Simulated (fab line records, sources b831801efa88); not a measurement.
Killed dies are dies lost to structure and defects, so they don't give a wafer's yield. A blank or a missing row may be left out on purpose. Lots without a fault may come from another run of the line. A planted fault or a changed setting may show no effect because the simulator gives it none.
A struck lot beside a sound one | flow sfq_line | 42 steps out of a route of 325
Sound: wafers L910.2, L910.4, L910.5. Struck: wafers L922.2, L922.5, L922.6. The cause comes at the end.
At each step with rows: each side's tool, then ch and its chambers, then its first start. Under that, the readings that differ: sound wafers | struck wafers | difference of the means | sigmas: that difference in standard deviations of wafers without a fault.
alike: readings whose means differ by less than 2 such deviations, and words and numbers that are the same on both sides. not compared: withheld readings, readings that some wafer has no value for, bounds like >300 that may hide the same value, and numbers for which the record gives no deviation and whose values overlap.
The two part at a step that has a row with sigmas, a row that says differs or no value, or rows on one side only. Numbers that don't overlap but have no deviation are shown without sigmas and don't part them. A reading that every wafer of one side lacks parts them only if that side has two wafers or more.

first, 1 step without rows for these wafers: SFQ_TRILAYER_M7_DEP_PRE_CLEAN_176 (time 22.5 s).
SFQ_TRILAYER_M7_DEP_SPUTTER_175: material Nb, target thk 200 nm, time 133.3 s.
  sound on pvd_sputter-04, day 67 06:47; struck on pvd_sputter-06, day 77 19:31
  alike: cathode_dc_power_W, throttle_valve_pct
SFQ_M7_RS_MEAS_943: measures by four-point-probe.
  sound on film_metro-01, day 67 06:54; struck on film_metro-02, day 77 19:38
  alike: M7_NB_RS
then, 6 steps without rows for these wafers: SFQ_TRILAYER_M7_LITHO_COAT_182 (resist thk 62 nm); SFQ_TRILAYER_M7_LITHO_COAT_177 (resist thk 600 nm); SFQ_TRILAYER_M7_LITHO_SOFTBAKE_181; SFQ_TRILAYER_M7_LITHO_EXPOSE_178 (exposes mask M7, target cd 500 nm); SFQ_TRILAYER_M7_LITHO_PEB_180 (peb time 60 s); SFQ_TRILAYER_M7_LITHO_DEVELOP_179 (time 60 s).
SFQ_M7_OVL_MEAS_945:
  sound on overlay-01, day 67 16:19; struck on overlay-01, day 77 22:03
  alike: M7_OVL
SFQ_TRILAYER_M7_BARC_OPEN_METAL_ETCH_229: etches BARC in O2, target depth 125 nm, time 41.7 s.
  sound on rie_metal-02 ch 0,1, day 67 16:20; struck on rie_metal-04 ch 0,1, day 77 22:05
  alike: bias_w, chamber_pressure_mTorr, drypump_motor_current_A, oes_product_au
  not compared: rf_hours_counter_h
SFQ_TRILAYER_M7_ETCH_METAL_ETCH_180: etches Nb in Cl2/Ar, stops on SiO2, target depth 240 nm, time 120 s.
  sound on rie_metal-02 ch 0,1, day 67 16:24; struck on rie_metal-04 ch 0,1, day 77 22:08
  no value came back on the struck wafers for bias_w (W), chamber_pressure_mTorr (mTorr), drypump_motor_current_A (A), oes_product_au (a.u.); on the sound wafers bias_w (W) reads 80.00 79.92 80.12
  reading                                             | sound             | struck            | difference | sigmas
  model.KrF_of_TRILAYER_M7_LITHO_COAT_177.thk_nm (nm) | 377.4 377.9 378.3 | 526.8 524.4 525.5 | +147.7     |
  not compared: rf_hours_counter_h
then, 4 steps without rows for these wafers: SFQ_TRILAYER_M7_STRIP_STRIP_181 (strips in O2); SFQ_TRILAYER_M7_STRIP_SOLV_CLEAN_182 (cleans in NMP, time 600 s); SFQ_TRILAYER_I7_DEP_PECVD_183 (deposits SiO2 from SiH4/N2O, time 111.11 s, target thk 500 nm); SFQ_TRILAYER_I7_CMP_CMP_184 (polishes SiO2).
SFQ_I7_BOW_MEAS_946:
  sound on film_metro-03, day 68 03:36; struck on film_metro-02, day 78 02:08
  alike: I7_BOW
SFQ_TRILAYER_I7_METRO_MEASURE_185:
  sound on film_metro-03, day 68 03:54; struck on film_metro-02, day 78 02:26
  alike: thk_nm
then, 6 steps without rows for these wafers: SFQ_TRILAYER_I7_VIA_LITHO_COAT_192 (resist thk 62 nm); SFQ_TRILAYER_I7_VIA_LITHO_COAT_187 (resist thk 650 nm); SFQ_TRILAYER_I7_VIA_LITHO_SOFTBAKE_191; SFQ_TRILAYER_I7_VIA_LITHO_EXPOSE_188 (exposes mask I7, target cd 1000 nm); SFQ_TRILAYER_I7_VIA_LITHO_PEB_190 (peb time 60 s); SFQ_TRILAYER_I7_VIA_LITHO_DEVELOP_189 (time 60 s).
-- the record jumps here: 4 days lie between the struck wafers' starts before and after --
SFQ_I7_OVL_MEAS_947:
  sound on overlay-01, day 72 15:46; struck on overlay-02, day 81 17:30
  alike: I7_OVL
SFQ_TRILAYER_I7_VIA_BARC_OPEN_VIA_ETCH_260: etches BARC in O2, target depth 125 nm, time 41.7 s.
  sound on rie_diel-02 ch 0,2,3, day 72 15:47; struck on rie_diel-01 ch 1,2,3, day 81 17:32
  alike: bias_w, chamber_pressure_mTorr, drypump_motor_current_A, oes_product_au
  not compared: rf_hours_counter_h
then, 1 step without rows for these wafers: SFQ_TRILAYER_I7_VIA_ETCH_VIA_ETCH_190 (etches SiO2 in CHF3, stops on Nb, target depth 260 nm).
SFQ_TRILAYER_I7_VIA_STRIP_STRIP_191: strips in O2.
  sound on rie_metal-02 ch 0,1, day 72 15:56; struck on rie_metal-04 ch 0, day 81 17:53
  alike: drypump_motor_current_A, oes_product_au
  not compared: rf_hours_counter_h
then, 8 steps without rows for these wafers: SFQ_TRILAYER_I7_VIA_STRIP_SOLV_CLEAN_192 (cleans in NMP, time 600 s); SFQ_TRILAYER_M8_LITHO_LOR_COAT_197; SFQ_TRILAYER_M8_LITHO_LOR_BAKE_198; SFQ_TRILAYER_M8_LITHO_COAT_193 (resist thk 600 nm); SFQ_TRILAYER_M8_LITHO_SOFTBAKE_199; SFQ_TRILAYER_M8_LITHO_EXPOSE_194 (exposes mask M8, target cd 2000 nm); SFQ_TRILAYER_M8_LITHO_PEB_196 (peb time 60 s); SFQ_TRILAYER_M8_LITHO_DEVELOP_195 (img clear 15 s, time 55 s).
SFQ_M8_OVL_MEAS_948:
  sound on overlay-01, day 76 18:32; struck on overlay-01, day 81 21:51
  alike: M8_OVL
then, 3 steps without rows for these wafers: SFQ_TRILAYER_M8_DEP_EVAP_197 (material Ti, target thk 20 nm, time 100 s); SFQ_TRILAYER_M8_DEP_EVAP_198 (material Pt, target thk 50 nm, time 250 s); SFQ_TRILAYER_M8_DEP_EVAP_196 (material Au, target thk 180 nm, time 900 s).
SFQ_M8_RS_MEAS_949: measures by four-point-probe.
  sound on film_metro-03, day 76 19:19; struck on film_metro-04, day 81 22:39
  alike: M8_AU_RS
SFQ_M8_BOW_MEAS_951:
  sound on film_metro-04, day 76 19:41; struck on film_metro-03, day 81 23:00
  reading                       | sound    | struck | difference | sigmas
  model.etest.m7.comb_log10_ohm | 12 12 12 | 0 0 0  | -12        |
  alike: M8_BOW

WHERE THEY PART
Only at SFQ_TRILAYER_M7_ETCH_METAL_ETCH_180, within this record. Later steps at which nothing parts them and some readings are alike: SFQ_I7_BOW_MEAS_946, SFQ_TRILAYER_I7_METRO_MEASURE_185, SFQ_I7_OVL_MEAS_947, SFQ_TRILAYER_I7_VIA_BARC_OPEN_VIA_ETCH_260, SFQ_TRILAYER_I7_VIA_STRIP_STRIP_191, SFQ_M8_OVL_MEAS_948, SFQ_M8_RS_MEAS_949, SFQ_M8_BOW_MEAS_951.

WHY: what the simulator had put in
Skipped step whole: rie_metal-04, from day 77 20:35 on, at SFQ_TRILAYER_M7_ETCH_METAL_ETCH_180. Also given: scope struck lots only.
